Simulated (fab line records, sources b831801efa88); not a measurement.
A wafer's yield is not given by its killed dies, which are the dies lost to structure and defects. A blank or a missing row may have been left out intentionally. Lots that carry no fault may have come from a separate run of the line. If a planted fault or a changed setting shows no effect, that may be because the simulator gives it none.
Which of the tools did it?    flow gf180mcu    6 lots, 18 wafers sampled, at 1 step of a route of 602

== WHAT EACH GAUGE READ, for each wafer ==
GF_SAB_OVL_MEAS_10.
lot   measured      on          SAB_OVL (nm)
L854  day 16 02:49  overlay-02  2.4 1.1 1.0
L856  day 16 17:16  overlay-01  1.6 1.9 0.7
L859  day 18 03:59  overlay-02  1.8 1.3 -0.5
L865  day 19 20:09  overlay-01  -1.2 -1.8 -1.3
L868  day 20 22:59  overlay-02  -0.4 -0.7 0.8
L873  day 22 14:37  overlay-01  -0.2 -2.2 0.7

== EACH LOT AND THE TOOL THAT RAN IT (in order: tool; ch and the chambers of the sampled wafers; start) ==
No process step before these readings appears in the record.

== THE ANSWER, worked out from the rows above alone ==
Rule: the usual values come from the lots themselves. The widest of any qualifying gaps counts: lots, ordered by their means at a reading, are off when they make up no more than a third of the lots, leave a main group of 4 or more, and stand apart from it by 3 or more times the standard deviation of that group's means. A main group whose means are all the same, to the digits that the tables above print for the reading, isn't used. A lot without any number at a reading at which 4 lots or more have one is off too. All remaining lots with rows at the step are treated as sound.
Nothing can be told from this: no lot is off at any reading shown.

== WHAT WAS PUT IN BY THE SIMULATOR ==
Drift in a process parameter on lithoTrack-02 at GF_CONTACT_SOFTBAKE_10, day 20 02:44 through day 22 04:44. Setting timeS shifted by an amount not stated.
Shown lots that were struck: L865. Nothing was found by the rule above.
